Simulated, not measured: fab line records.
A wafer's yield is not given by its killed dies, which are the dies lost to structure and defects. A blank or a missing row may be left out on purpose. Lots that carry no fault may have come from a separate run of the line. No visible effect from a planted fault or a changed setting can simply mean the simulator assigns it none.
What tool caused it?	flow gf180mcu	12 lots with 36 wafers sampled at 3 steps, on a route of 602 steps

## WHAT EACH GAUGE READ, for each wafer
GF_V4_THK_MEAS_01.
lot	measured	on	V4_CVD_00_THK (nm)
L075	day 23 13:16	filmMetro-04	613 609 602
L077	day 24 17:14	filmMetro-04	602 606 601
L080	day 25 18:57	filmMetro-03	601 599 597
L082	day 26 07:02	filmMetro-04	605 603 611
L083	day 26 14:22	filmMetro-03	611 617 595
L085	day 27 07:27	filmMetro-03	598 600 594
L087	day 27 20:28	filmMetro-04	598 605 594
L089	day 28 07:47	filmMetro-04	597 586 596
L091	day 28 16:44	filmMetro-04	599 611 595
L093	day 29 12:02	filmMetro-04	591 606 602
L095	day 29 21:02	filmMetro-03	589 580 590
L097	day 30 13:04	filmMetro-04	595 603 602

## WHAT TOOL EACH LOT RAN ON (gives the tool, then ch and the chambers of the sampled wafers, and finally the start)
lot	GF_M4_SPUTTER_01	GF_M4_SPUTTER_03
L075	pvdSputter-01, day 22 13:38	pvdSputter-01, day 22 13:42
L077	pvdSputter-04, day 23 17:57	pvdSputter-04, day 23 18:01
L080	pvdSputter-01, day 24 20:55	pvdSputter-01, day 24 20:59
L082	pvdSputter-03, day 25 09:05	pvdSputter-03, day 25 09:08
L083	pvdSputter-03, day 25 17:57	pvdSputter-03, day 25 18:01
L085	pvdSputter-01, day 26 11:15	pvdSputter-01, day 26 11:19
L087	pvdSputter-03, day 26 23:37	pvdSputter-03, day 26 23:41
L089	pvdSputter-01, day 27 11:12	pvdSputter-01, day 27 11:16
L091	pvdSputter-01, day 27 20:01	pvdSputter-01, day 27 20:05
L093	pvdSputter-03, day 28 15:19	pvdSputter-03, day 28 15:23
L095	pvdSputter-01, day 29 01:29	pvdSputter-01, day 29 01:32
L097	pvdSputter-03, day 29 17:49	pvdSputter-03, day 29 17:53
- GF_M4_SPUTTER_01: material TiN, target thk 30 nm, time 25 s.
- GF_M4_SPUTTER_03: material Ti, target thk 10 nm, time 6.7 s.

## THE ANSWER, worked out from the rows above alone
Rule: usual is defined by the lots themselves. Put in order of their means at a reading, lots are off if they are a third of the lots or fewer, leave a main group of 4 or more, and stand apart from it by a gap of 3 or more times the standard deviation of the main group's means; of several such gaps the widest counts. A main group whose means are all the same, to the digits that the tables above print for the reading, isn't used. A lot without any number at a reading at which 4 lots or more have one is off too. Any other lot the step has rows for is counted as sound.
None of the lots is off at any reading shown; this tells nothing.

## WHAT THE SIMULATOR HAD INSERTED
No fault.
